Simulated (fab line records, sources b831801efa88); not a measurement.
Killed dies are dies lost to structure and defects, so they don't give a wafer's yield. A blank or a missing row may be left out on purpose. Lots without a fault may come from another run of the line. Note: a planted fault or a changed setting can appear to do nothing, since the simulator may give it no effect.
fab line records | flow sky130
record: lots: 5 wafers: 15 lastDay: 49
route steps=708 shown NWELL@61 PAD_OPEN@708
lots with no fault: from the same line, run without faults
startH: hours from the record's first day to the start of the lot's first wafer shown | waitH: time in hours since the lot's previous step | " unchanged from the row above | L1.1+2: a single row standing in for several wafers | - value missing, or start not given | * or withheld: withheld | < > ~ a bound
route shown NAME@n: NAME is a module with steps in the file, n the number in the route of the first one | usual: the fault-free wafers' mean and standard deviation | same: alike in all rows | chamber/n: place in a boat | sites: per-site readings | _std_site: the values' standard deviation | _edge_site: outer sites' mean less inner sites' | radiusMm: how far each site lies from the wafer's centre | mask NAME#n: copy n | behind: the last tool/chamber to shape the wafer | hold: why the lot was held/for how many hours/how that ended | device: the n, p or np transistor that did not switch | end of line: tests of these same wafers at the route's end | where a step has no rows: the recipe by itself | killed: count of dies lost to structure and defects at first sort (not the wafer's yield) | map: per-die view of a wafer (x killed, . not killed, _ where there is no die)
set.NAME: the setting that was run; set.NAME@STEP: the one run at that earlier step | model.NAME: the simulator's own value behind a step, which no gauge read
a table for each step, a row for each wafer; lots at some steps of the route
services: from which hour (startH, from the record's first day; less than 0 if before it) a tool's chamber was out of use, for how many hours, and why
== steps ==
step: SKY_NWELL_PEB_08
recipe: tempC: 115 timeS: withheld
step: SKY_NWELL_DEVELOP_09
recipe: wallAngleDeg: 90 developer: TMAH developTimeS: 62.75 devTempC: 23
step: SKY_NWELL_OVL_MEAS_10
usual: NWELL_00_OVL: 0.4/1.5
columns lot.wafer tool chamber startH waitH NWELL_00_OVL[nm]
L625.1 overlay-01 - 105.60 - 2.0
L625.3 " - " " 2.2
L625.4 " - " " 2.5
L626.1 overlay-01 - 108.30 - 0.4
L626.2 " - " " 1.0
L626.6 " - " " -0.3
L628.1 overlay-02 - 122.70 - -0.4
L628.2 " - " " 0.0
L628.4 " - " " -0.3
L629.3 overlay-01 - 126.34 - -0.9
L629.4 " - " " -1.5
L629.6 " - " " 0.4
L637.2 overlay-02 - 172.56 - -0.4
L637.3 " - " " -3.1
L637.5 " - " " -1.5
step: SKY_NWELL_IMPLANT_11
recipe: species: P energyKev: 400 doseCm2: 1.9e+13 tiltDeg: withheld
step: SKY_NWELL_IMPLANT_12
recipe: species: P energyKev: 120 doseCm2: 1.3e+12 tiltDeg: withheld
step: SKY_NWELL_IMPLANT_13
recipe: species: P energyKev: 50 doseCm2: 7e+11 tiltDeg: withheld
step: SKY_NWELL_STRIP_14
recipe: chemistry: O2/N2 powerW: 1400 pressureMtorr: 1500 platenTempC: withheld o2FlowSccm: 3000 n2FlowSccm: 300 overashFraction: 0.5
usual: drypumpMotorCurrentA: 5.6/0.38 oesProductAu: 0.722/0.0046 stripTimeToEndpointS: 36.94/0.1
columns lot.wafer tool chamber startH waitH drypumpMotorCurrentA oesProductAu rfHoursCounterH stripTimeToEndpointS
L625.1 plasmaAsher-01 1 106.09 0.1 5.7 0.724 41 36.95
L625.3 " 1 " " 5.7 0.727 - 36.86
L625.4 " 0 " " 5.0 0.723 - 36.89
L626.1 plasmaAsher-01 0 108.79 0.1 5.0 0.726 41 36.85
L626.2 " 1 " " 5.7 0.724 41 36.81
L626.6 " 1 " " 5.7 0.724 - 36.72
L628.1 plasmaAsher-03 1 123.19 0.1 5.6 0.722 29 37.20
L628.2 " 0 " " 5.7 0.722 29 37.05
L628.4 " 0 " " 5.7 0.723 - 37.03
L629.3 plasmaAsher-03 1 126.85 0.1 5.6 0.721 - 36.98
L629.4 " 0 " " 5.7 0.729 - 36.84
L629.6 " 1 " " 5.6 0.721 - 36.96
L637.2 plasmaAsher-03 0 173.04 0.1 5.7 0.721 34 37.08
L637.3 " 1 " " 5.6 0.726 - 37.12
L637.5 " 1 " " 5.6 0.725 - 37.05
step: SKY_NWELL_TW_MEAS_15
usual: NWELL_TW: 1826/8.6
columns lot.wafer tool chamber startH waitH NWELL_TW
L625.1 filmMetro-04 - 106.19 0.1 1817
L625.3 " - " " 1822
L625.4 " - " " 1817
L626.1 filmMetro-01 - 108.89 0.1 1823
L626.2 " - " " 1828
L626.6 " - " " 1826
L628.1 filmMetro-02 - 123.29 0.1 1824
L628.2 " - " " 1820
L628.4 " - " " 1830
L629.3 filmMetro-01 - 126.94 0.1 1818
L629.4 " - " " 1815
L629.6 " - " " 1830
L637.2 filmMetro-01 - 173.15 0.1 1833
L637.3 " - " " 1825
L637.5 " - " " 1831
step: SKY_NWELL_DEHYDRATE_16
recipe: tempC: 200 timeS: 60
step: SKY_NWELL_HMDS_17
recipe: primeTimeS: 60 primeTempC: 120
step: SKY_NWELL_COAT_18
recipe: spinRpm: 2000 resistThkNm: 3000
step: SKY_NWELL_SOFTBAKE_19
recipe: tempC: 110 timeS: withheld
step: SKY_NWELL_EXPOSE_20
recipe: maskId: NWM_COMPLEMENT na: 0.6 sourceShape: conventional sigmaOuter: 0.6 polarization: unpolarized targetCdNm: 840 doseMj: 260
usual: stageVelMmS: 500.01/0.26
columns lot.wafer tool chamber startH waitH mask stageVelMmS
L625.1 ilineStepper-01 0 115.15 - NWM_COMPLEMENT#0 499.90
L625.3 " 0 " " NWM_COMPLEMENT#0 499.83
L625.4 " 0 " " NWM_COMPLEMENT#0 499.97
L626.1 ilineStepper-02 0 118.63 - NWM_COMPLEMENT#0 500.26
L626.2 " 0 " " NWM_COMPLEMENT#0 500.23
L626.6 " 0 " " NWM_COMPLEMENT#0 500.23
L628.1 ilineStepper-02 0 133.07 - NWM_COMPLEMENT#0 500.11
L628.2 " 0 " " NWM_COMPLEMENT#0 499.64
L628.4 " 0 " " NWM_COMPLEMENT#0 499.85
L629.3 ilineStepper-01 0 136.57 - NWM_COMPLEMENT#0 500.06
L629.4 " 0 " " NWM_COMPLEMENT#0 500.22
L629.6 " 0 " " NWM_COMPLEMENT#0 500.04
L637.2 ilineStepper-01 0 185.04 - NWM_COMPLEMENT_R1#0 500.00
L637.3 " 0 " " NWM_COMPLEMENT_R1#0 500.27
L637.5 " 0 " " NWM_COMPLEMENT_R1#0 499.87
step: SKY_NWELL_PEB_21
recipe: tempC: 115 timeS: withheld
step: SKY_NWELL_DEVELOP_22
recipe: wallAngleDeg: 90 developer: TMAH developTimeS: 60 devTempC: 23.54
columns lot.wafer tool chamber startH waitH model.NWELL.cdNm
L625.1 lithoTrack-04 0 - - 826.4
L625.3 " 0 " " 829.1
L625.4 " 0 " " 829.9
L626.1+6 lithoTrack-02 0 - - 840.2
L626.2 " 0 " " 841.1
L628.1 lithoTrack-04 0 - - 836.3
L628.2 " 0 " " 837.4
L628.4 " 0 " " 839.5
L629.3 lithoTrack-03 0 - - 840.7
L629.4 " 0 " " 839
L629.6 " 0 " " 838.6
L637.2 lithoTrack-02 0 - - 671.9
L637.3 " 0 " " 673.5
L637.5 " 0 " " 669.7
step: SKY_NWELL_OVL_MEAS_23
usual: NWELL_01_OVL: 0.8/1.4
columns lot.wafer tool chamber startH waitH NWELL_01_OVL[nm]
L625.1 overlay-02 - 125.10 - 0.4
L625.3 " - " " 0.4
L625.4 " - " " 1.2
L626.1 overlay-02 - 127.98 - 0.3
L626.2 " - " " -0.4
L626.6 " - " " -1.2
L628.1 overlay-02 - 143.00 - 2.6
L628.2 " - " " 2.8
L628.4 " - " " 2.6
L629.3 overlay-02 - 146.26 - 1.7
L629.4 " - " " 3.7
L629.6 " - " " 1.2
L637.2 overlay-02 - 195.69 - 1.1
L637.3 " - " " 0.7
L637.5 " - " " 1.2
step: SKY_PAD_OPEN_PROBE_99
usual: killed_at_M0_to_M3: 43/7.5 killed_at_M4_up: 3.2/1.9 killedAtContacts: 24/5.6 killedAtFrontEnd: 15/4.8 killedAtOther: 0.2/0.54 killedDies: 86/11 killedOpen: 47/7.6 killedShort: 39/7.1
same: grossDies: 492 killedAtBackSide: 0
columns lot.wafer tool chamber startH waitH killed_at_M0_to_M3 killed_at_M4_up killedAtContacts killedAtFrontEnd killedAtOther killedDies killedOpen killedShort model.etest.pfet_16v.rOnOhmUm model.etest.nfet_16v.rOnOhmUm model.etest.resIsoPwell.widthNm model.etest.resNwell.lineOhmUm model.etest.resNwell.widthNm model.etest.pfet_16v.driveUaUm model.etest.nfet_16v.driveUaUm model.etest.isoNwellNwell.leakLog10AUm
L626.1 prober-02 - 1118.55 0.1 46 2 33 13 0 94 55 39 1.504e+04 1.4e+04 2650 1133 842.8 245.4 224 -13.77
L626.2 prober-02 - 1118.60 0.1 47 5 19 14 0 85 46 39 1.544e+04 1.419e+04 2636 1128 843.3 241.5 222 -13.71
L626.6 prober-02 - 1118.80 0.2 39 6 31 17 1 94 54 40 1.533e+04 1.408e+04 2645 1124 849.4 241.5 222 -13.75
L625.1 prober-01 - 1118.65 0.1 43 0 17 15 0 75 40 35 1.554e+04 1.407e+04 2643 1118 839 238.2 223.9 -13.66
L625.3 prober-01 - 1118.75 0.2 28 2 16 14 0 60 30 30 1.5e+04 1.406e+04 2652 1097 831.5 237.4 225.7 -13.82
L625.4 prober-01 - 1118.80 0.2 44 4 22 13 0 83 45 38 1.521e+04 1.412e+04 2651 1088 833.6 238.9 223.9 -13.7
L628.1 prober-01 - 1130.93 0.1 30 5 23 13 1 72 44 28 1.551e+04 1.424e+04 2638 1102 846.3 246.8 223.8 -13.2
L628.2 prober-01 - 1130.98 0.1 43 5 26 6 1 81 39 42 1.496e+04 1.419e+04 2639 1097 839.9 252.9 225.7 -13.14
L628.4 prober-01 - 1131.08 0.2 46 3 18 18 0 85 37 48 1.486e+04 1.415e+04 2649 1085 845.1 255.9 226.3 -13.06
L629.3 prober-02 - 1137.81 0.2 38 4 27 8 0 77 45 32 1.5e+04 1.413e+04 2658 1069 838.4 242.5 218.3 -13.54
L629.4 prober-02 - 1137.86 0.2 49 3 25 14 0 91 51 40 1.509e+04 1.42e+04 2653 1076 838.4 243 218.8 -13.46
L629.6 prober-02 - 1137.96 0.2 47 3 28 13 0 91 53 38 1.497e+04 1.428e+04 2647 1081 836 244.1 216.6 -13.55
L637.2 prober-02 - 1177.59 0.1 28 5 24 11 0 68 34 34 1.665e+04 1.336e+04 2478 1019 919.5 216.5 226.3 -12.73
L637.3 prober-02 - 1177.64 0.2 38 1 21 17 1 78 33 45 1.644e+04 1.317e+04 2469 1018 910.3 220.3 230.4 -13.04
L637.5 prober-02 - 1177.74 0.2 39 6 19 18 0 82 42 40 1.678e+04 1.324e+04 2460 1063 918.7 216.9 232.2 -13.03
killed by level:class
L626.1 CONTACT:geometricParticle:open=15 VIA1:geometricParticle:open=10 VIA2:geometricParticle:open=8 LI_CONTACT:geometricParticle:open=7 CONTACT:geometricParticle:short=7 METAL2:geometricParticle:short=6 METAL1:geometricParticle:short=6 FIELD_ISO:geometricParticle:short=4
L626.2 VIA2:geometricParticle:open=10 CONTACT:geometricParticle:open=8 VIA1:geometricParticle:open=8 VIA1:geometricParticle:short=7 FIELD_ISO:geometricParticle:open=5 METAL2:geometricParticle:short=5 METAL3:geometricParticle:short=5 VIA3:geometricParticle:open=4
L625.1 METAL1:geometricParticle:short=9 CONTACT:geometricParticle:open=8 VIA1:geometricParticle:open=8 VIA2:geometricParticle:open=8 FIELD_ISO:geometricParticle:open=5 LI_CONTACT:geometricParticle:short=4 VIA2:geometricParticle:short=4 METAL3:geometricParticle:short=4
L625.3 METAL2:geometricParticle:short=9 CONTACT:geometricParticle:open=5 VIA1:geometricParticle:open=5 FIELD_ISO:geometricParticle:open=4 FIELD_ISO:geometricParticle:short=4 LI_CONTACT:geometricParticle:open=4 CONTACT:geometricParticle:short=3 METAL1:geometricParticle:short=3
L625.4 VIA1:geometricParticle:open=14 CONTACT:geometricParticle:open=8 FIELD_ISO:geometricParticle:short=5 LI_CONTACT:geometricParticle:open=5 LOCAL_INTERCONNECT:geometricParticle:short=5 VIA3:geometricParticle:open=4 METAL2:geometricParticle:short=4 VIA2:geometricParticle:open=4
L626.6 LI_CONTACT:geometricParticle:open=11 VIA1:geometricParticle:open=9 CONTACT:geometricParticle:open=9 VIA3:geometricParticle:open=7 METAL4:geometricParticle:short=6 FIELD_ISO:geometricParticle:open=4 VIA2:geometricParticle:open=4 CONTACT:geometricParticle:short=4
L628.1 CONTACT:geometricParticle:open=8 VIA3:geometricParticle:open=7 FIELD_ISO:geometricParticle:open=6 LI_CONTACT:geometricParticle:open=6 VIA1:geometricParticle:open=6 LOCAL_INTERCONNECT:geometricParticle:short=5 CONTACT:geometricParticle:short=4 VIA2:geometricParticle:open=4
L628.2 LI_CONTACT:geometricParticle:open=10 VIA1:geometricParticle:open=8 METAL3:geometricParticle:short=8 VIA3:geometricParticle:open=8 METAL2:geometricParticle:short=6 CONTACT:geometricParticle:open=5 CONTACT:geometricParticle:short=5 METAL4:geometricParticle:short=4
L628.4 VIA2:geometricParticle:short=8 VIA1:geometricParticle:open=8 LOCAL_INTERCONNECT:geometricParticle:short=6 CONTACT:geometricParticle:open=6 METAL1:geometricParticle:short=5 METAL2:geometricParticle:short=5 VIA3:geometricParticle:open=5 FIELD_ISO:geometricParticle:open=4
L629.3 CONTACT:geometricParticle:open=11 LI_CONTACT:geometricParticle:open=9 VIA1:geometricParticle:open=8 METAL2:geometricParticle:short=6 CONTACT:geometricParticle:short=5 METAL1:geometricParticle:short=5 VIA3:geometricParticle:short=5 VIA3:geometricParticle:open=5
L629.4 VIA1:geometricParticle:open=19 LI_CONTACT:geometricParticle:open=10 METAL1:geometricParticle:short=7 VIA3:geometricParticle:open=7 CONTACT:geometricParticle:open=6 VIA3:geometricParticle:short=4 SONOS_ONO:geometricParticle:short=3 POLY_GATE:geometricParticle:short=3
L629.6 VIA1:geometricParticle:open=16 CONTACT:geometricParticle:open=9 LI_CONTACT:geometricParticle:open=7 LOCAL_INTERCONNECT:geometricParticle:short=7 METAL1:geometricParticle:short=5 VIA2:geometricParticle:open=5 VIA3:geometricParticle:open=5 VIA1:geometricParticle:short=4
L637.2 LOCAL_INTERCONNECT:geometricParticle:short=7 CONTACT:geometricParticle:open=7 VIA1:geometricParticle:open=6 CONTACT:geometricParticle:short=5 METAL1:geometricParticle:short=5 VIA3:geometricParticle:open=5 SPACER:geometricParticle:open=4 POLY_GATE:geometricParticle:open=3
L637.3 LI_CONTACT:geometricParticle:open=11 METAL2:geometricParticle:short=9 POLY_GATE:geometricParticle:short=8 VIA1:geometricParticle:open=6 METAL1:geometricParticle:short=5 LOCAL_INTERCONNECT:geometricParticle:short=4 CONTACT:geometricParticle:open=4 VIA1:geometricParticle:short=4
L637.5 VIA2:geometricParticle:open=9 VIA3:geometricParticle:open=7 POLY_GATE:geometricParticle:open=6 CONTACT:geometricParticle:short=5 CONTACT:geometricParticle:open=5 METAL4:geometricParticle:short=5 METAL2:geometricParticle:short=5 METAL3:geometricParticle:short=5
== services ==
columns tool chamber startH hours kind
plasmaAsher-03 - 89.54 1.5 repair
ilineStepper-01 - 156.75 0.5 repair
ilineStepper-02 - 178.02 1.7 pm
ilineStepper-02 - 182.42 4.1 repair
== key ==
firstSign: step: SKY_NWELL_EXPOSE_20 reading: mask direction: changed
effect none on later readings
modelEffect: step: SKY_NWELL_DEVELOP_22 value: NWELL.cdNm without: 839.7 struck: 671.7
modelEffect: step: SKY_PAD_OPEN_PROBE_99 value: etest.pfet_16v.rOnOhmUm without: 1.534e+04 struck: 1.662e+04
metAt SKY_NWELL_EXPOSE_20
struckWafers L637.2,L637.3,L637.5
testerLeftOut L637
onsetBetween 136.57 185.04
fault: kind: wrongMask tool: any chamber: - onsetH: 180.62 steps: SKY_NWELL_EXPOSE_20 auxCopy: NWM_COMPLEMENT_R1#0 cdOffsetNm: -168 scope: struckLotsOnly
testerLeftOut: of these lots the tester's yield and bins aren't shown, on N5 and GAA mostly nor the transistor test; their killed dies are dies lost to structure and defects alone, not to doping, threshold or leakage, so they don't give the yield
